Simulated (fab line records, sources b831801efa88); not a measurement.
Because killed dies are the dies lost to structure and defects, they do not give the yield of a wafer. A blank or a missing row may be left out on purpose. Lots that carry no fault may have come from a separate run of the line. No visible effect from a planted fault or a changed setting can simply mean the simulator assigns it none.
A struck lot beside a sound one || flow sky130 || 16 steps out of a route of 708
Sound: the wafers L119.1, L119.3, L119.4. Struck: wafer L130.2. (L130.5, L130.6 of the same lot were not struck and are left out.) The cause comes at the end.
Per side, at each step with rows, come the tool, then ch with its chambers, and then its first start. Under that, the readings that differ: sound wafers || struck wafers || difference of the means || sigmas: that difference in standard deviations of wafers without a fault.
alike: readings with means less than 2 such deviations apart, plus words and numbers identical on both sides. not compared: withheld readings, readings lacking a value on some wafer, bounds such as >300 that could conceal the same value, and numbers that have no deviation in the record and whose values overlap.
Wherever a step has rows on one side only, a row that says differs or no value, or a row with sigmas, the two part there. When numbers do not overlap yet have no deviation, they are printed without sigmas and do not part them. A reading missing from all wafers of one side parts the sides only when that side holds two or more wafers.

SKY_CAP2M_THK_MEAS_01:
  struck on film_metro-03, day 43 21:09; sound on film_metro-04, day 41 00:28
  alike: CAP2M_CVD_00_THK
SKY_CAP2M_SPUTTER_02: material TiN, target thk 200 nm, time 166.7 s.
  struck on pvd_sputter-02, day 43 21:12; sound on pvd_sputter-03, day 41 00:32
{"reading": "throttle_valve_pct (%)", "sound": "29.4 27.3 29.3", "struck": 30.7, "difference": "+2.0", "sigmas": "+3"}
SKY_CAP2M_RS_MEAS_03: measures by four-point-probe.
  struck on film_metro-01, day 43 21:20; sound on film_metro-03, day 41 00:38
  alike: CAP2M_TIN_RS
SKY_CAP2M_THK_MEAS_04: measures by xrf.
  struck on film_metro-01, day 43 21:26; sound on film_metro-03, day 41 00:46
  alike: CAP2M_TIN_THK
then, 7 steps without rows for these wafers: SKY_CAP2M_DEHYDRATE_05 (time 60 s); SKY_CAP2M_HMDS_06 (prime time 60 s); SKY_CAP2M_COAT_07 (resist thk 1140 nm); SKY_CAP2M_SOFTBAKE_08 (time 60 s); SKY_CAP2M_EXPOSE_09 (exposes mask CAP2M, target cd 1000 nm); SKY_CAP2M_PEB_10; SKY_CAP2M_DEVELOP_11 (develop time 60 s).
SKY_CAP2M_OVL_MEAS_12:
  struck on overlay-02, day 44 19:39; sound on overlay-02, day 42 00:10
  alike: CAP2M_OVL
SKY_CAP2M_METAL_ETCH_13: etches TiN in Cl2/BCl3, stops on SiO2, target depth 220 nm, time 62.9 s.
  sound on rie_metal-04 ch 0,1, day 42 00:12; struck on rie_metal-04 ch 0, day 44 19:41
{"reading": "oes_product_au (a.u.)", "sound": "0.924 0.940 0.936", "struck": 0.859, "difference": -0.074, "sigmas": -9}
{"reading": "throttle_valve_pct (%)", "sound": "21.919 21.895 21.894", "struck": 21.956, "difference": "+0.053", "sigmas": "+5"}
{"reading": "model.NOVOLAK_of_CAP2M_COAT_07.thk_nm (nm)", "sound": "994.2 989.2 991.4", "struck": 1024, "difference": "+32", "sigmas": ""}
{"reading": "model.etch.depth_nm (nm)", "sound": "197.9 199.3 200.2", "struck": 166.4, "difference": -32.7, "sigmas": ""}
{"reading": "model.CAP2M.feature_depth_nm (nm)", "sound": "197.9 199.3 200.2", "struck": 166.4, "difference": -32.7, "sigmas": ""}
  alike: drypump_motor_current_A
  not compared: rf_hours_counter_h
SKY_CAP2M_STRIP_14: strips in O2/N2.
  sound on plasma_asher-03 ch 0,1, day 42 00:16; struck on plasma_asher-04 ch 0, day 44 19:46
{"reading": "oes_product_au (a.u.)", "sound": "0.709 0.707 0.712", "struck": 0.721, "difference": "+0.012", "sigmas": "+2"}
{"reading": "strip_time_to_endpoint_s (s)", "sound": "12.68 12.62 12.64", "struck": 12.94, "difference": "+0.29", "sigmas": "+6"}
  alike: drypump_motor_current_A, o2_flow_sccm
  not compared: rf_hours_counter_h
then, 1 step without rows for these wafers: SKY_CAP2M_STRIP_15 (strips in post etch residue remover, time 1200 s).
-- the record jumps here: 5 days lie between the struck wafers' starts before and after (it left off in module CAP2M and takes up again in module PAD_OPEN, whose first step shown is number 708 of the route) --
SKY_PAD_OPEN_PROBE_99:
  struck on prober-02, day 49 08:02; sound on prober-01, day 46 22:08
{"reading": "defect_limited_yield (%)", "sound": "85.0 83.9 82.3", "struck": 0, "difference": -84, "sigmas": -44}
{"reading": "killed_at_M0_to_M3", "sound": "48 42 46", "struck": 29, "difference": -16, "sigmas": -2}
{"reading": "killed_at_contacts", "sound": "14 20 20", "struck": 30, "difference": "+12", "sigmas": "+2"}
{"reading": "killed_at_other", "sound": "1 0 0", "struck": 421, "difference": "+421", "sigmas": "+99 or more"}
{"reading": "killed_dies", "sound": "74 79 87", "struck": 492, "difference": "+412", "sigmas": "+43"}
{"reading": "killed_on_rim", "sound": "11 12 17", "struck": 96, "difference": "+83", "sigmas": "+24"}
{"reading": "sort_bin_3_pad_short (%)", "sound": "0.6 1.0 0.6", "struck": 86.4, "difference": "+85.7", "sigmas": "+99 or more"}
{"reading": "sort_n_pass", "sound": "418 413 405", "struck": 0, "difference": -412, "sigmas": -43}
{"reading": "sort_yield_pct (%)", "sound": "85.0 83.9 82.3", "struck": 0, "difference": -84, "sigmas": -44}
  alike: killed_at_M4_up, killed_at_front_end, killed_open, killed_short, sort_bin_5_function, sort_bin_6_memory

WHERE THEY PART
First at SKY_CAP2M_SPUTTER_02; last, within this record, at SKY_PAD_OPEN_PROBE_99.

WHY: the cause the simulator had injected
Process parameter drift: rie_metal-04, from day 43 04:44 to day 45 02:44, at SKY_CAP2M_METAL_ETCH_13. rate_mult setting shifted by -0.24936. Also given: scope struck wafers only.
